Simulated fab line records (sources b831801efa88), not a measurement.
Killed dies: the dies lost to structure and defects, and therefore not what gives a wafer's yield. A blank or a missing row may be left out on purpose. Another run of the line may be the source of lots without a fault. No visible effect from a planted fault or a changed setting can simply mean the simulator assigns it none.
fab line records ; flow sky130
[record] lots = 5; wafers = 15; last-day = 49
route steps=708 shown GATE_OXIDE@192 POLY_GATE@204 RES_PROTECT@206 PAD_OPEN@708
lots that met no fault: taken from a fault-free run of the same line
start-h: hours from the record's opening day to when the first of the lot's shown wafers began ; wait-h: hours from the lot's prior step to this one ; " the same as in the row above ; L1.1+2: one row covering several wafers at once ; - no value present, or no start provided ; * or withheld: withheld ; < > ~ a bound
route shown NAME@n: a module of which the file shows steps, and the number in the route of the first ; usual: the fault-free wafers' mean and standard deviation ; same: alike in all rows ; chamber/n: place in a boat ; sites: each site's reading ; _std_site: standard deviation across them ; _edge_site: outer sites' mean less inner sites' ; radius-mm: for every site, how far away it sits from the centre of the wafer ; mask NAME#n: copy n ; behind: the tool/chamber that last shaped the wafer ; hold: what put the lot on hold/how long, in hours/how the hold closed ; device: transistor that didn't switch, given as n, p or np ; end of line: the same wafers' tests at the end of the route ; a step without rows: its recipe alone ; killed: count of dies lost to structure and defects at first sort (not the wafer's yield) ; map: per-die view of a wafer (x killed, . not killed, _ where there is no die)
set.NAME: the setting as run; set.NAME@STEP: as run at that earlier step ; model.NAME: the simulator's own value behind a step, which no gauge read
certain route steps with their lots: each step a table, each wafer a row
services: a tool's chamber out of use, with start hour (start-h, from the record's first day; less than 0 if before it), hours out, and reason
[[steps]]
[step SKY_GATE_OXIDE_COAT_05]
[recipe] resist = NOVOLAK; spin-rpm = 3000; resist-thk-nm = 1140
[step SKY_GATE_OXIDE_SOFTBAKE_06]
[recipe] temp-c = 90; time-s = 60; resist = NOVOLAK
[step SKY_GATE_OXIDE_EXPOSE_07]
[recipe] mask-id = LVOM; na = 0.6; source-shape = conventional; sigma-outer = 0.6; polarization = unpolarized; target-cd-nm = 600; dose-mj = 170
[step SKY_GATE_OXIDE_PEB_08]
[recipe] temp-c = withheld; time-s = *; resist = NOVOLAK
[step SKY_GATE_OXIDE_DEVELOP_09]
[recipe] resist = NOVOLAK; developer = TMAH; develop-time-s = 60; dev-temp-c = 23
[step SKY_GATE_OXIDE_IMPLANT_11]
[recipe] species = B; energy-kev = 10; dose-cm2 = 2.6e+12; tilt-deg = withheld
[step SKY_GATE_OXIDE_WET_ETCH_12]
[recipe] chemistry = dHF; target-depth-nm = 16.8; dry = n2-spin; target = SiO2; dilution = 100:1; temp-c = 25; time-s = 336
[step SKY_GATE_OXIDE_STRIP_13]
[recipe] chemistry = O2/N2; power-w = 1400; pressure-mtorr = 1500; platen-temp-c = withheld; o2-flow-sccm = 3000; n2-flow-sccm = 300; overash-fraction = 0.5
[step SKY_GATE_OXIDE_CLEAN_15]
[recipe] chemistry = SC1/SC2; mix = 1:4:20; temp-c = 70; time-s = 150; dry = n2-spin
[step SKY_GATE_OXIDE_OXIDATION_16]
[recipe] temp-c = 800; ambient = O2; idle-temp-c = 700; ramp-up-c-per-min = 10; ramp-down-c-per-min = 3; stabilise-s = 600; purge-s = 300; target-thk-a = 35.7; ox-time-s = 1915
[step SKY_POLY_GATE_CVD_00]
[recipe] material = poly-Si; target-thk-nm = 180; temp-c = 620; time-s = 720; pressure-mtorr = 200
[usual] spike-tc-bottom-C = 642.3/1.2; spike-tc-centre-C = 621.6/1.1; spike-tc-lower-C = 620.4/1.3; spike-tc-upper-C = 618.9/1.2
lot.wafer;tool;chamber;start-h;wait-h;spike-tc-bottom-C;spike-tc-centre-C;spike-tc-lower-C;spike-tc-upper-C;model.poly-Si_of_POLY_GATE_CVD_00.thk-nm
L636.2;lpcvd-01;1;326.06;0.0;642.5;623.7;620.4;618.2;180
L636.5;lpcvd-01;1;326.06;0.0;645.1;621.6;621.6;619.1;180.5
L636.6;lpcvd-01;1;326.06;0.0;641.5;623.4;621.3;619.6;181.1
L641.2;lpcvd-01;1;395.79;0.0;642.7;622.1;621.8;620.5;179
L641.3;lpcvd-01;1;395.79;0.0;642.4;621.8;622.9;618.0;181.6
L641.5;lpcvd-01;1;395.79;0.0;643.5;620.1;620.3;617.7;178.9
L648.1;lpcvd-01;0;436.43;0.0;633.5;613.7;612.5;609.5;149.5
L648.2;lpcvd-01;0;436.43;0.0;632.4;613.5;610.3;611.9;150.6
L648.3;lpcvd-01;0;436.43;0.0;634.0;614.5;611.6;609.4;146.6
L649.2;lpcvd-01;1;443.92;0.0;634.7;613.4;613.3;610.0;149.6
L649.4;lpcvd-01;1;443.92;0.0;633.6;614.5;612.5;608.7;149.1
L649.6;lpcvd-01;1;443.92;0.0;634.6;614.6;611.8;609.6;150.1
L650.3;lpcvd-01;1;451.56;0.0;633.6;613.0;611.3;607.7;147.2
L650.4;lpcvd-01;1;451.56;0.0;636.2;613.4;610.8;607.4;146.5
L650.6;lpcvd-01;1;451.56;0.0;635.3;613.9;614.8;610.5;146.3
[step SKY_POLY_GATE_THK_MEAS_01]
[recipe] reads = poly-Si_of_POLY_GATE_CVD_00
[usual] POLY_GATE_CVD_00_THK = 180.5/1.4
lot.wafer;tool;chamber;start-h;wait-h;POLY_GATE_CVD_00_THK[nm]
L636.2;film-metro-02;-;327.27;0.0;179.9
L636.5;film-metro-02;-;327.27;0.0;180.5
L636.6;film-metro-02;-;327.27;0.0;181.3
L641.2;film-metro-03;-;397.00;0.0;179.0
L641.3;film-metro-03;-;397.00;0.0;181.6
L641.5;film-metro-03;-;397.00;0.0;178.8
L648.1;film-metro-01;-;437.63;0.0;149.5
L648.2;film-metro-01;-;437.63;0.0;150.6
L648.3;film-metro-01;-;437.63;0.0;146.6
L649.2;film-metro-01;-;445.13;0.0;149.7
L649.4;film-metro-01;-;445.13;0.0;149.1
L649.6;film-metro-01;-;445.13;0.0;150.1
L650.3;film-metro-03;-;452.78;0.0;147.1
L650.4;film-metro-03;-;452.78;0.0;146.5
L650.6;film-metro-03;-;452.78;0.0;146.4
[step SKY_RES_PROTECT_DEHYDRATE_00]
[recipe] temp-c = 200; time-s = 60
[step SKY_RES_PROTECT_HMDS_01]
[recipe] prime-time-s = 60; prime-temp-c = 120
[step SKY_RES_PROTECT_COAT_02]
[recipe] resist = NOVOLAK; spin-rpm = 3000; resist-thk-nm = 1140
[step SKY_RES_PROTECT_SOFTBAKE_03]
[recipe] temp-c = 90; time-s = 60; resist = NOVOLAK
[step SKY_RES_PROTECT_EXPOSE_04]
[recipe] mask-id = RPM; na = 0.6; source-shape = conventional; sigma-outer = 0.6; polarization = unpolarized; target-cd-nm = 1270; dose-mj = 131
[step SKY_RES_PROTECT_PEB_05]
[recipe] temp-c = withheld; time-s = *; resist = NOVOLAK
[step SKY_RES_PROTECT_DEVELOP_06]
[recipe] resist = NOVOLAK; developer = TMAH; develop-time-s = 60; dev-temp-c = 23
[step SKY_POLY_GATE_IMPLANT_02]
[recipe] species = P; energy-kev = 30; dose-cm2 = 7.7e+15; tilt-deg = 0
[step SKY_RES_PROTECT_STRIP_07]
[recipe] chemistry = O2/N2; power-w = 1400; pressure-mtorr = 1500; platen-temp-c = withheld; o2-flow-sccm = 3000; n2-flow-sccm = 300; overash-fraction = 0.5
[step SKY_RES_PROTECT_CLEAN_09]
[recipe] chemistry = SC1/SC2; mix = 1:4:20; temp-c = 70; time-s = 150; dry = n2-spin
lot.wafer;tool;chamber;start-h;wait-h;model.poly-Si_of_POLY_GATE_CVD_00.thk-nm
L636.2;wet-bench-02;0;354.82;0.0;179.4
L636.5;wet-bench-02;0;354.82;0.0;179.9
L636.6;wet-bench-02;0;354.82;0.0;180.5
L641.2;wet-bench-02;2;427.02;0.0;178.4
L641.3;wet-bench-02;2;427.02;0.0;180.9
L641.5;wet-bench-02;2;427.02;0.0;178.2
L648.1;wet-bench-02;0;468.82;0.1;148.9
L648.2;wet-bench-02;0;468.82;0.1;149.9
L648.3;wet-bench-02;0;468.82;0.1;146
L649.2;wet-bench-03;1;476.37;0.0;148.9
L649.4;wet-bench-03;1;476.37;0.0;148.4
L649.6;wet-bench-03;1;476.37;0.0;149.5
L650.3;wet-bench-03;2;482.82;0.0;146.6
L650.4;wet-bench-03;2;482.82;0.0;145.8
L650.6;wet-bench-03;2;482.82;0.0;145.6
[step SKY_POLY_GATE_CVD_03]
[recipe] material = Si3N4; precursor = DCS/NH3; target-thk-nm = 75; temp-c = 770; time-s = 1290; pressure-mtorr = 250
[step SKY_POLY_GATE_DEHYDRATE_05]
[recipe] temp-c = 200; time-s = 60
[step SKY_POLY_GATE_HMDS_06]
[recipe] prime-time-s = 60; prime-temp-c = 120
[step SKY_POLY_GATE_COAT_07]
[recipe] resist = BARC; temp-c = withheld; time-s = withheld; spin-rpm = 3000; resist-thk-nm = 110
[step SKY_POLY_GATE_COAT_08]
[recipe] resist = KrF-thick; spin-rpm = 3000; resist-thk-nm = 450
[step SKY_POLY_GATE_SOFTBAKE_09]
[recipe] temp-c = 100; time-s = 90; resist = KrF-thick
[step SKY_POLY_GATE_EXPOSE_10]
[recipe] mask-id = P1M; na = 0.68; source-shape = conventional; sigma-outer = 0.6; target-cd-nm = 150; dose-mj = 28
[step SKY_POLY_GATE_PEB_11]
[recipe] peb-temp-c = withheld; peb-time-s = withheld; resist = KrF-thick
[step SKY_POLY_GATE_DEVELOP_12]
[recipe] develop-time-s = 60; resist = KrF-thick; dev-temp-c = 21
[step SKY_POLY_GATE_ETCH_15]
[recipe] chemistry = N2/H2; target = BARC; ion-energy-ev = 200; source-w = 500; bias-w = 100; pressure-mtorr = 30; n2-flow-sccm = 100; h2-flow-sccm = 200; stop-on = SiO2; time-s = 118.5; target-depth-a = 1100
[step SKY_POLY_GATE_ETCH_16]
[recipe] stop-on = poly-Si; chemistry = CH3F/O2; target = Si3N4; source-w = 400; bias-w = 80; pressure-mtorr = 25; ch3f-flow-sccm = 40; O2_flow_sccm = 30; time-s = 147.5; target-depth-a = 750
[step SKY_POLY_GATE_ETCH_17]
[recipe] target-depth-nm = 180; stop-on = SiO2; over-etch-frac = 0.56667; chemistry = HBr/Cl2; target = poly-Si; icp-w = 400; bias-w = 100; pressure-mtorr = 10; HBr_flow_sccm = 150; Cl2_flow_sccm = 50; time-s = 70.5
[usual] HBr_flow_sccm = 150.0/0.41; drypump-motor-current-A = 5.6/0.57; mfc-cl2-sccm = 50.02/0.15; oes-product-au = 0.988/0.0078; throttle-valve-pct = 33.683/0.0083
lot.wafer;tool;chamber;start-h;wait-h;HBr_flow_sccm;drypump-motor-current-A;mfc-cl2-sccm;oes-product-au;rf-hours-counter-h;throttle-valve-pct;model.etch.depth-nm;model.POLY_GATE.feature-depth-nm
L636.2;rie-si-01;0;386.35;0.0;150.2;4.8;50.17;0.984;50;33.675;178.4;178.4
L636.5;rie-si-01;0;386.35;0.0;150.6;4.8;50.03;0.983;-;33.677;178.7;178.7
L636.6;rie-si-01;1;386.35;0.0;150.0;5.9;49.95;0.995;-;33.680;180.5;180.5
L641.2;rie-si-02;2;459.95;0.0;149.3;5.9;50.20;0.981;6;33.675;177.9;177.9
L641.3;rie-si-02;0;459.95;0.0;149.5;5.0;50.22;0.980;6;33.692;176.3;176.3
L641.5;rie-si-02;2;459.95;0.0;150.1;5.9;50.06;0.975;-;33.669;177.8;177.8
L648.1;rie-si-01;3;501.20;0.0;149.9;6.6;49.71;0.877;1;33.681;148.9;148.9
L648.2;rie-si-01;1;501.20;0.0;149.4;5.9;49.65;0.871;13;33.695;149.9;149.9
L648.3;rie-si-01;2;501.20;0.0;149.8;5.0;49.85;0.861;4;33.678;146;146
L649.2;rie-si-02;3;510.04;0.0;150.1;6.1;50.23;0.873;3;33.675;148.9;148.9
L649.4;rie-si-02;0;510.04;0.0;150.0;5.0;49.99;0.874;6;33.688;148.4;148.4
L649.6;rie-si-02;3;510.04;0.0;149.6;6.0;50.17;0.879;-;33.679;149.5;149.5
L650.3;rie-si-01;1;514.65;0.0;151.0;5.9;49.82;0.862;13;33.691;146.6;146.6
L650.4;rie-si-01;2;514.65;0.0;149.5;5.0;49.82;0.868;4;33.671;145.8;145.8
L650.6;rie-si-01;3;514.65;0.0;150.5;6.6;50.05;0.861;-;33.701;145.6;145.6
[step SKY_POLY_GATE_STRIP_18]
[recipe] chemistry = O2/N2; power-w = 1400; pressure-mtorr = 1500; platen-temp-c = withheld; o2-flow-sccm = 3000; n2-flow-sccm = 300; overash-fraction = 0.5
[step SKY_PAD_OPEN_PROBE_99]
[usual] killed_at_M0_to_M3 = 42/6.6; killed_at_M4_up = 3.0/1.8; killed-at-contacts = 25/5.1; killed-at-front-end = 15/4.4; killed-at-other = 0.3/0.56; killed-dies = 86/8.6; killed-open = 47/6.9; killed-short = 38/6
[same] gross-dies = 492; killed-at-back-side = 0
lot.wafer;tool;chamber;start-h;wait-h;killed_at_M0_to_M3;killed_at_M4_up;killed-at-contacts;killed-at-front-end;killed-at-other;killed-dies;killed-open;killed-short;model.etest.res-high-po.line-ohm-um;model.etest.res-poly.line-ohm-um;model.etest.res-high-po.rs-ohm-sq;model.etest.res-poly.rs-ohm-sq;model.etest.cap-li-to-poly.c-af-um2
L636.2;prober-02;-;1087.41;0.1;40;1;26;14;0;81;48;33;759.8;511.9;268.1;49.43;101
L636.5;prober-02;-;1087.56;0.2;48;3;27;5;0;83;44;39;743;520.6;260.9;48.13;100.9
L636.6;prober-02;-;1087.61;0.2;53;2;26;15;0;96;59;37;730.9;501.8;259.2;47.99;100.5
L641.2;prober-01;-;1131.98;0.1;37;4;25;16;0;82;46;36;764;521.3;267.1;49.3;97.21
L641.3;prober-01;-;1132.03;0.2;39;1;20;15;1;76;48;28;753.1;496.1;259;48.07;100.2
L641.5;prober-01;-;1132.13;0.2;41;2;17;15;0;75;47;28;737.3;504.7;260.7;48.22;98.37
L648.1;prober-02;-;1161.88;0.1;46;3;19;27;0;95;51;44;873.6;587.8;305.1;56.57;88.91
L648.2;prober-02;-;1161.93;0.1;32;1;16;23;0;72;40;32;857.4;594.2;302;56.01;89.33
L648.3;prober-02;-;1161.98;0.2;45;4;22;24;0;95;55;40;883;601.7;308;58.1;87.56
L649.2;prober-01;-;1166.04;0.1;35;0;30;16;0;81;42;39;904.7;626.7;317.1;58.51;92.19
L649.4;prober-01;-;1166.14;0.2;48;3;31;9;0;91;47;44;884.4;604.7;309.8;57.61;90.94
L649.6;prober-01;-;1166.24;0.2;40;2;33;14;0;89;49;39;883.9;589.5;313.9;57.7;92.56
L650.3;prober-02;-;1168.18;0.2;32;5;19;12;0;68;37;31;923.5;601.8;323;59.03;90.03
L650.4;prober-02;-;1168.23;0.2;46;8;29;18;0;101;57;44;931.3;655.7;319.4;60.01;91.38
L650.6;prober-02;-;1168.33;0.2;41;3;30;14;1;89;54;35;919.8;641;325.3;59.75;89.77
// killed by level:class
L636.2 LI_CONTACT:geometric-particle:open=9 VIA1:geometric-particle:open=9 CONTACT:geometric-particle:open=8 VIA3:geometric-particle:open=7 POLY_GATE:geometric-particle:short=5 FIELD_ISO:geometric-particle:open=4 METAL3:geometric-particle:short=4 LI_CONTACT:geometric-particle:short=3
L636.5 LI_CONTACT:geometric-particle:open=13 VIA1:geometric-particle:open=12 METAL2:geometric-particle:short=7 VIA3:geometric-particle:open=6 LI_CONTACT:geometric-particle:short=6 VIA1:geometric-particle:short=6 CONTACT:geometric-particle:open=5 METAL1:geometric-particle:short=5
L636.6 VIA1:geometric-particle:open=19 CONTACT:geometric-particle:open=10 LI_CONTACT:geometric-particle:open=9 FIELD_ISO:geometric-particle:short=6 VIA3:geometric-particle:open=6 VIA1:geometric-particle:short=6 METAL1:geometric-particle:short=5 VIA3:geometric-particle:short=4
L641.2 VIA1:geometric-particle:open=10 LI_CONTACT:geometric-particle:open=7 VIA3:geometric-particle:open=7 FIELD_ISO:geometric-particle:short=6 CONTACT:geometric-particle:open=6 FIELD_ISO:geometric-particle:open=5 METAL2:geometric-particle:short=5 CONTACT:geometric-particle:short=4
L641.3 VIA1:geometric-particle:open=12 CONTACT:geometric-particle:open=9 VIA2:geometric-particle:open=6 VIA3:geometric-particle:open=6 CONTACT:geometric-particle:short=5 METAL1:geometric-particle:short=5 VIA2:geometric-particle:short=4 FIELD_ISO:geometric-particle:open=3
L641.5 VIA1:geometric-particle:open=10 VIA3:geometric-particle:open=7 CONTACT:geometric-particle:open=7 LI_CONTACT:geometric-particle:open=5 METAL1:geometric-particle:short=5 METAL2:geometric-particle:short=5 FIELD_ISO:geometric-particle:short=4 FIELD_ISO:geometric-particle:open=4
L648.1 VIA1:geometric-particle:open=10 VIA2:geometric-particle:open=9 CONTACT:geometric-particle:open=8 FIELD_ISO:geometric-particle:short=7 VIA3:geometric-particle:open=7 POLY_GATE:geometric-particle:short=6 FIELD_ISO:geometric-particle:open=5 LI_CONTACT:geometric-particle:open=4
L648.2 FIELD_ISO:geometric-particle:open=7 VIA1:geometric-particle:open=7 POLY_GATE:geometric-particle:open=6 FIELD_ISO:geometric-particle:short=4 LI_CONTACT:geometric-particle:open=4 METAL3:geometric-particle:short=4 CONTACT:geometric-particle:open=4 VIA1:geometric-particle:short=4
L648.3 VIA1:geometric-particle:open=17 CONTACT:geometric-particle:open=11 POLY_GATE:geometric-particle:short=8 LI_CONTACT:geometric-particle:open=8 FIELD_ISO:geometric-particle:short=6 METAL2:geometric-particle:short=6 VIA3:geometric-particle:short=5 FIELD_ISO:geometric-particle:open=4
L649.2 VIA1:geometric-particle:open=11 CONTACT:geometric-particle:short=8 CONTACT:geometric-particle:open=7 LI_CONTACT:geometric-particle:open=6 LOCAL_INTERCONNECT:geometric-particle:short=6 POLY_GATE:geometric-particle:open=5 METAL1:geometric-particle:short=5 VIA2:geometric-particle:open=5
L649.4 CONTACT:geometric-particle:open=16 VIA1:geometric-particle:open=15 VIA1:geometric-particle:short=12 VIA3:geometric-particle:open=6 LI_CONTACT:geometric-particle:short=5 METAL2:geometric-particle:short=5 LI_CONTACT:geometric-particle:open=4 FIELD_ISO:geometric-particle:open=3
L649.6 VIA1:geometric-particle:open=13 CONTACT:geometric-particle:open=11 VIA3:geometric-particle:open=8 VIA1:geometric-particle:short=7 LI_CONTACT:geometric-particle:open=6 LI_CONTACT:geometric-particle:short=6 CONTACT:geometric-particle:short=6 POLY_GATE:geometric-particle:short=5
L650.3 LI_CONTACT:geometric-particle:open=8 VIA1:geometric-particle:short=8 VIA1:geometric-particle:open=8 CONTACT:geometric-particle:open=7 METAL2:geometric-particle:short=5 FIELD_ISO:geometric-particle:short=4 VIA2:geometric-particle:open=4 FIELD_ISO:geometric-particle:open=3
L650.4 VIA1:geometric-particle:open=10 CONTACT:geometric-particle:open=9 VIA2:geometric-particle:open=9 POLY_GATE:geometric-particle:open=8 CONTACT:geometric-particle:short=7 VIA3:geometric-particle:open=7 METAL1:geometric-particle:short=7 LI_CONTACT:geometric-particle:short=6
L650.6 CONTACT:geometric-particle:open=18 METAL2:geometric-particle:short=8 FIELD_ISO:geometric-particle:open=7 LI_CONTACT:geometric-particle:open=6 VIA1:geometric-particle:open=6 METAL1:geometric-particle:short=5 VIA2:geometric-particle:open=5 VIA3:geometric-particle:short=5
[[services]]
tool;chamber;start-h;hours;kind
lpcvd-01;-;327.26;2.8;pm
rie-si-01;3;327.69;-;clean
rie-si-01;3;327.69;17.4;scheduled-down
rie-si-01;3;327.69;17.4;vent-cycle
rie-si-02;1;363.29;22.9;repair
rie-si-02;1;390.54;12.4;repair
rie-si-02;0;395.64;4.0;repair
lpcvd-01;-;411.28;4.1;repair
rie-si-01;0;412.38;12.6;repair
rie-si-01;2;412.48;3.3;repair
rie-si-02;1;422.69;2.1;repair
rie-si-02;1;443.87;-;clean
rie-si-02;1;443.87;21.2;scheduled-down
rie-si-02;1;443.87;21.2;vent-cycle
rie-si-02;-;481.12;0.8;repair
[[key]]
[first-sign] step = SKY_POLY_GATE_CVD_00; reading = spike-tc-upper-C; direction = down; sigmas = 7.9; usual = 618.9; struck = 609.4
[effect] step = SKY_POLY_GATE_CVD_00; reading = spike-tc-centre-C; direction = down; sigmas = 7.4; usual = 621.6; struck = 613.8
[effect] step = SKY_POLY_GATE_THK_MEAS_01; reading = POLY_GATE_CVD_00_THK; direction = down; sigmas = 24; usual = 180.5; struck = 148.4
[effect] step = SKY_POLY_GATE_ETCH_17; reading = oes-product-au; direction = down; sigmas = 15; usual = 0.988; struck = 0.869
[model-effect] step = SKY_POLY_GATE_CVD_00; value = poly-Si_of_POLY_GATE_CVD_00.thk-nm; without = 181.7; struck = 148.4
[model-effect] step = SKY_RES_PROTECT_CLEAN_09; value = poly-Si_of_POLY_GATE_CVD_00.thk-nm; without = 181; struck = 147.7
[model-effect] step = SKY_POLY_GATE_ETCH_17; value = etch.depth-nm; without = 179.8; struck = 147.7
[model-effect] step = SKY_PAD_OPEN_PROBE_99; value = etest.res-high-po.line-ohm-um; without = 745.3; struck = 895.7
met-at SKY_POLY_GATE_CVD_00
struck-wafers L648.1,L648.2,L648.3,L649.2,L649.4,L649.6,L650.3,L650.4,L650.6
tester-left-out L648,L649,L650
onset-between 395.79 436.43
[fault] kind = process-parameter-drift; tool = lpcvd-01; chamber = -; onset-h = 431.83; steps = SKY_POLY_GATE_CVD_00; channel = temp-c; offset = *; shape = step; end-h = 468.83; stated = *
// tester-left-out: of these lots the tester's yield and bins aren't shown, on N5 and GAA mostly nor the transistor test; their killed dies are dies lost to structure and defects alone, not to doping, threshold or leakage, so they don't give the yield
